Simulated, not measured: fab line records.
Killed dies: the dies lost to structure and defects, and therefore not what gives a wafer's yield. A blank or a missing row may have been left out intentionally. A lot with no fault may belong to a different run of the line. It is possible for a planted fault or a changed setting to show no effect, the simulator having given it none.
Which tool was responsible? / flow gf180mcu / Sampling: 12 lots, 34 wafers, 7 of 602 route steps

## WHAT THE GAUGES SHOWED, per wafer
GF_V5_RS_MEAS_24: measures by four-point-probe. Usual: V5_W_RS gives 0.326 ohm/sq (standard deviation 0.0054).
lot=L880; measured=day 28 00:37; on=filmMetro-02; V5_W_RS (ohm/sq)=0.326 0.317 0.323; flag=
lot=L879; measured=day 28 04:59; on=filmMetro-01; V5_W_RS (ohm/sq)=0.327 0.317 0.326; flag=
lot=L883; measured=day 28 07:30; on=filmMetro-04; V5_W_RS (ohm/sq)=0.316 0.312 0.324; flag=
lot=L884; measured=day 28 08:16; on=filmMetro-01; V5_W_RS (ohm/sq)=0.333 0.322 0.320; flag=
lot=L885; measured=day 28 13:34; on=filmMetro-04; V5_W_RS (ohm/sq)=0.335 0.327 0.330; flag=
lot=L887; measured=day 29 03:34; on=filmMetro-04; V5_W_RS (ohm/sq)=0.328 0.330 0.332; flag=
lot=L889; measured=day 29 20:09; on=filmMetro-01; V5_W_RS (ohm/sq)=0.547 0.548; flag=OFF
lot=L892; measured=day 30 17:20; on=filmMetro-04; V5_W_RS (ohm/sq)=0.327 0.551; flag=OFF
lot=L893; measured=day 30 19:56; on=filmMetro-01; V5_W_RS (ohm/sq)=0.570 0.331 0.325; flag=OFF
lot=L895; measured=day 31 13:46; on=filmMetro-04; V5_W_RS (ohm/sq)=0.322 0.317 0.318; flag=
lot=L900; measured=day 32 22:11; on=filmMetro-02; V5_W_RS (ohm/sq)=0.323 0.317 0.323; flag=
lot=L902; measured=day 33 06:22; on=filmMetro-01; V5_W_RS (ohm/sq)=0.323 0.326 0.321; flag=

GF_V5_THK_MEAS_25: measures by xrf. Usual: V5_W_THK gives 347 nm (standard deviation 6.7).
lot=L880; measured=day 28 00:44; on=filmMetro-02; V5_W_THK (nm)=357 364 356; flag=
lot=L879; measured=day 28 05:06; on=filmMetro-01; V5_W_THK (nm)=347 358 348; flag=
lot=L883; measured=day 28 07:37; on=filmMetro-04; V5_W_THK (nm)=354 358 348; flag=
lot=L884; measured=day 28 08:22; on=filmMetro-01; V5_W_THK (nm)=340 349 353; flag=
lot=L885; measured=day 28 13:40; on=filmMetro-04; V5_W_THK (nm)=334 343 340; flag=
lot=L887; measured=day 29 03:41; on=filmMetro-04; V5_W_THK (nm)=340 339 336; flag=
lot=L889; measured=day 29 20:16; on=filmMetro-01; V5_W_THK (nm)=209 207; flag=OFF
lot=L892; measured=day 30 17:27; on=filmMetro-04; V5_W_THK (nm)=343 205; flag=OFF
lot=L893; measured=day 30 20:02; on=filmMetro-01; V5_W_THK (nm)=200 341 346; flag=OFF
lot=L895; measured=day 31 13:53; on=filmMetro-04; V5_W_THK (nm)=351 355 357; flag=
lot=L900; measured=day 32 22:18; on=filmMetro-02; V5_W_THK (nm)=353 359 355; flag=
lot=L902; measured=day 33 06:28; on=filmMetro-01; V5_W_THK (nm)=344 341 347; flag=

GF_PASSIVATION_THK_MEAS_03. Usual: PASSIVATION_CVD_02_THK gives 697 nm (standard deviation 12).
lot=L880; measured=day 28 23:56; on=filmMetro-01; PASSIVATION_CVD_02_THK (nm)=693 699 704; flag=
lot=L879; measured=day 29 04:28; on=filmMetro-02; PASSIVATION_CVD_02_THK (nm)=690 713 698; flag=
lot=L883; measured=day 29 07:17; on=filmMetro-02; PASSIVATION_CVD_02_THK (nm)=690 686 700; flag=
lot=L884; measured=day 29 07:42; on=filmMetro-03; PASSIVATION_CVD_02_THK (nm)=692 686 704; flag=
lot=L885; measured=day 29 12:45; on=filmMetro-02; PASSIVATION_CVD_02_THK (nm)=693 695 706; flag=
lot=L887; measured=day 30 01:32; on=filmMetro-02; PASSIVATION_CVD_02_THK (nm)=701 706 714; flag=
lot=L889; measured=day 30 16:50; on=filmMetro-03; PASSIVATION_CVD_02_THK (nm)=701 700; flag=
lot=L892; measured=day 31 13:15; on=filmMetro-02; PASSIVATION_CVD_02_THK (nm)=681 709; flag=
lot=L893; measured=day 31 15:02; on=filmMetro-01; PASSIVATION_CVD_02_THK (nm)=699 712 705; flag=
lot=L895; measured=day 32 07:47; on=filmMetro-01; PASSIVATION_CVD_02_THK (nm)=686 699 704; flag=
lot=L900; measured=day 33 14:41; on=filmMetro-03; PASSIVATION_CVD_02_THK (nm)=691 696 709; flag=
lot=L902; measured=day 33 23:32; on=filmMetro-03; PASSIVATION_CVD_02_THK (nm)=686 707 689; flag=

## WHICH TOOL RAN EACH LOT (tool, then ch and the chambers of the sampled wafers, then the start)
lot=L880; GF_MIM_SPUTTER_09=pvdSputter-03, day 25 03:19; GF_V5_ETCH_17=rieDiel-01 ch 1,3, day 28 00:30 or earlier; GF_V5_CVD_23=cvdW-02 ch 0,1, day 28 00:30; GF_V5_CMP_26=cmp-01 ch 0,1,3, day 28 00:47
lot=L879; GF_MIM_SPUTTER_09=pvdSputter-03, day 25 07:34; GF_V5_ETCH_17=rieDiel-01 ch 0,2, day 28 04:52 or earlier; GF_V5_CVD_23=cvdW-02 ch 0,1, day 28 04:52; GF_V5_CMP_26=cmp-01 ch 1,3, day 28 05:29
lot=L883; GF_MIM_SPUTTER_09=pvdSputter-01, day 25 09:40; GF_V5_ETCH_17=rieDiel-04 ch 1,3, day 28 07:22 or earlier; GF_V5_CVD_23=cvdW-02 ch 0,1, day 28 07:22; GF_V5_CMP_26=cmp-01 ch 1,3, day 28 07:45
lot=L884; GF_MIM_SPUTTER_09=pvdSputter-04, day 25 11:46; GF_V5_ETCH_17=rieDiel-02 ch 1,2,3, day 28 08:09 or earlier; GF_V5_CVD_23=cvdW-02 ch 0,1, day 28 08:09; GF_V5_CMP_26=cmp-01 ch 1,2, day 28 08:24
lot=L885; GF_MIM_SPUTTER_09=pvdSputter-01, day 25 18:23; GF_V5_ETCH_17=rieDiel-01 ch 0,1,2, day 28 13:27 or earlier; GF_V5_CVD_23=cvdW-01 ch 0,1, day 28 13:27; GF_V5_CMP_26=cmp-01 ch 0,2,3, day 28 13:46
lot=L887; GF_MIM_SPUTTER_09=pvdSputter-04, day 26 07:16; GF_V5_ETCH_17=rieDiel-01 ch 0,1,3, day 29 03:20 or earlier; GF_V5_CVD_23=cvdW-01 ch 0, day 29 03:20; GF_V5_CMP_26=cmp-01 ch 1,2,3, day 29 03:44
lot=L889; GF_MIM_SPUTTER_09=pvdSputter-04, day 27 00:46; GF_V5_ETCH_17=rieDiel-01 ch 0,1, day 29 20:01 or earlier; GF_V5_CVD_23=cvdW-01 ch 0, day 29 20:01; GF_V5_CMP_26=cmp-01 ch 2,3, day 29 20:22
lot=L892; GF_MIM_SPUTTER_09=pvdSputter-03, day 28 02:26; GF_V5_ETCH_17=rieDiel-01 ch 1,3, day 30 17:13 or earlier; GF_V5_CVD_23=cvdW-01 ch 0, day 30 17:13; GF_V5_CMP_26=cmp-02 ch 1,2, day 30 17:31
lot=L893; GF_MIM_SPUTTER_09=pvdSputter-01, day 28 06:28; GF_V5_ETCH_17=rieDiel-01 ch 0,2,3, day 30 19:49 or earlier; GF_V5_CVD_23=cvdW-01 ch 0,1, day 30 19:49; GF_V5_CMP_26=cmp-02 ch 2,3, day 30 20:08
lot=L895; GF_MIM_SPUTTER_09=pvdSputter-03, day 29 03:07; GF_V5_ETCH_17=rieDiel-04 ch 0,2, day 31 13:40 or earlier; GF_V5_CVD_23=cvdW-02 ch 0,1, day 31 13:40; GF_V5_CMP_26=cmp-02 ch 1,2,3, day 31 14:02
lot=L900; GF_MIM_SPUTTER_09=pvdSputter-04, day 30 15:41; GF_V5_ETCH_17=rieDiel-02 ch 0,1,2, day 32 22:04 or earlier; GF_V5_CVD_23=cvdW-02 ch 0,1, day 32 22:04; GF_V5_CMP_26=cmp-01 ch 0,1,3, day 32 22:21
lot=L902; GF_MIM_SPUTTER_09=pvdSputter-03, day 31 04:16; GF_V5_ETCH_17=rieDiel-04 ch 2,3, day 33 06:15 or earlier; GF_V5_CVD_23=cvdW-02 ch 0,1, day 33 06:15; GF_V5_CMP_26=cmp-01 ch 2,3, day 33 06:31
- GF_MIM_SPUTTER_09: material TiN, target thk 35 nm, time 29.2 s.
- GF_V5_ETCH_17: etches SiO2 in C4F8/O2/Ar, stops on TiN, target depth 855 nm.
- GF_V5_CVD_23: deposits W, target thk 350 nm, time 104.9 s.
- GF_V5_CMP_26: polishes, stops on SiO2, t overpolish 15 s, target thk 0 nm.

## AS READ BY THE TOOLS THEMSELVES (means over the sampled wafers that have a number; for cases with no such wafer, the mark the record gives instead)
GF_MIM_SPUTTER_09. Usual: throttleValvePct 30.8 %, standard deviation 1.2.
lot=L880; tool=pvdSputter-03; throttleValvePct (%)=31.4; flag=
lot=L879; tool=pvdSputter-03; throttleValvePct (%)=30.5; flag=
lot=L883; tool=pvdSputter-01; throttleValvePct (%)=31.0; flag=
lot=L884; tool=pvdSputter-04; throttleValvePct (%)=31.7; flag=
lot=L885; tool=pvdSputter-01; throttleValvePct (%)=31.5; flag=
lot=L887; tool=pvdSputter-04; throttleValvePct (%)=30.1; flag=
lot=L889; tool=pvdSputter-04; throttleValvePct (%)=30.8; flag=
lot=L892; tool=pvdSputter-03; throttleValvePct (%)=29.8; flag=
lot=L893; tool=pvdSputter-01; throttleValvePct (%)=31.2; flag=
lot=L895; tool=pvdSputter-03; throttleValvePct (%)=30.6; flag=
lot=L900; tool=pvdSputter-04; throttleValvePct (%)=31.3; flag=
lot=L902; tool=pvdSputter-03; throttleValvePct (%)=31.8; flag=

GF_V5_ETCH_17. Usual: oesProductAu 0.859 a.u., standard deviation 0.0044.
lot=L880; tool=rieDiel-01; oesProductAu (a.u.)=0.859; flag=
lot=L879; tool=rieDiel-01; oesProductAu (a.u.)=0.860; flag=
lot=L883; tool=rieDiel-04; oesProductAu (a.u.)=0.860; flag=
lot=L884; tool=rieDiel-02; oesProductAu (a.u.)=0.861; flag=
lot=L885; tool=rieDiel-01; oesProductAu (a.u.)=0.861; flag=
lot=L887; tool=rieDiel-01; oesProductAu (a.u.)=0.856; flag=
lot=L889; tool=rieDiel-01; oesProductAu (a.u.)=0.858; flag=
lot=L892; tool=rieDiel-01; oesProductAu (a.u.)=0.863; flag=
lot=L893; tool=rieDiel-01; oesProductAu (a.u.)=0.860; flag=
lot=L895; tool=rieDiel-04; oesProductAu (a.u.)=0.859; flag=
lot=L900; tool=rieDiel-02; oesProductAu (a.u.)=0.858; flag=
lot=L902; tool=rieDiel-04; oesProductAu (a.u.)=0.862; flag=

GF_V5_CVD_23. Usual: heaterPowerW 894 W, standard deviation 90.
lot=L880; tool=cvdW-02; heaterPowerW (W)=843; flag=
lot=L879; tool=cvdW-02; heaterPowerW (W)=834; flag=
lot=L883; tool=cvdW-02; heaterPowerW (W)=871; flag=
lot=L884; tool=cvdW-02; heaterPowerW (W)=868; flag=
lot=L885; tool=cvdW-01; heaterPowerW (W)=955; flag=
lot=L887; tool=cvdW-01; heaterPowerW (W)=1018; flag=
lot=L889; tool=cvdW-01; heaterPowerW (W)=1011; flag=
lot=L892; tool=cvdW-01; heaterPowerW (W)=1036; flag=
lot=L893; tool=cvdW-01; heaterPowerW (W)=899; flag=
lot=L895; tool=cvdW-02; heaterPowerW (W)=878; flag=
lot=L900; tool=cvdW-02; heaterPowerW (W)=842; flag=
lot=L902; tool=cvdW-02; heaterPowerW (W)=884; flag=

GF_V5_CMP_26. Usual: motorCurrentA 11.3 A, standard deviation 0.99; retainingRingPressureFrac 1.000, standard deviation 0.0051; timeToEndpointS 84 s, standard deviation 4.2.
lot=L880; tool=cmp-01; motorCurrentA (A)=11.2; retainingRingPressureFrac=0.994; timeToEndpointS (s)=88; flag=
lot=L879; tool=cmp-01; motorCurrentA (A)=11.7; retainingRingPressureFrac=1.002; timeToEndpointS (s)=83; flag=
lot=L883; tool=cmp-01; motorCurrentA (A)=11.1; retainingRingPressureFrac=1.004; timeToEndpointS (s)=90; flag=
lot=L884; tool=cmp-01; motorCurrentA (A)=10.3; retainingRingPressureFrac=1.001; timeToEndpointS (s)=85; flag=
lot=L885; tool=cmp-01; motorCurrentA (A)=10.9; retainingRingPressureFrac=0.999; timeToEndpointS (s)=86; flag=
lot=L887; tool=cmp-01; motorCurrentA (A)=10.5; retainingRingPressureFrac=0.996; timeToEndpointS (s)=81; flag=
lot=L889; tool=cmp-01; motorCurrentA (A)=10.4; retainingRingPressureFrac=0.998; timeToEndpointS (s)=52; flag=OFF
lot=L892; tool=cmp-02; motorCurrentA (A)=11.2; retainingRingPressureFrac=1.004; timeToEndpointS (s)=64; flag=OFF
lot=L893; tool=cmp-02; motorCurrentA (A)=12.6; retainingRingPressureFrac=0.994; timeToEndpointS (s)=71; flag=OFF
lot=L895; tool=cmp-02; motorCurrentA (A)=12.1; retainingRingPressureFrac=1.004; timeToEndpointS (s)=84; flag=
lot=L900; tool=cmp-01; motorCurrentA (A)=11.2; retainingRingPressureFrac=1.000; timeToEndpointS (s)=84; flag=
lot=L902; tool=cmp-01; motorCurrentA (A)=10.6; retainingRingPressureFrac=1.002; timeToEndpointS (s)=89; flag=

## THE ANSWER, worked out from the rows above alone
Rule: a lot counts as off when the mean over its wafers that have a number is more than 3 standard deviations away from the usual mean. A lot without any number at a reading at which 4 lots or more have one is off too. Where the step has rows for the other lots, those lots are counted as sound. The gauges are gone through in route order, then the tools' own readings, and for those a lot's mean is taken as printed above. The first step at which some lot is off is used, and at that step the reading that is off furthest; a lot without a number counts as furthest.
Off: at GF_V5_RS_MEAS_24 (V5_W_RS), L889, L892, L893.
If a tool, at a process step before that reading, ran all the lots that are off and no sound lot after the first of them, it fits. Not tried: the gauges at GF_V5_RS_MEAS_24; whatever is off there is also off at GF_V5_CMP_26, on other tools, and gauge error can't account for it. With no start given for some of its lots, GF_V5_ETCH_17 uses the hours and lot order of GF_V5_CVD_23. Undecided on this evidence; 2 tools fit (rieDiel-01 at GF_V5_ETCH_17, cvdW-01 at GF_V5_CVD_23).

## WHAT HAD BEEN PUT IN BY THE SIMULATOR
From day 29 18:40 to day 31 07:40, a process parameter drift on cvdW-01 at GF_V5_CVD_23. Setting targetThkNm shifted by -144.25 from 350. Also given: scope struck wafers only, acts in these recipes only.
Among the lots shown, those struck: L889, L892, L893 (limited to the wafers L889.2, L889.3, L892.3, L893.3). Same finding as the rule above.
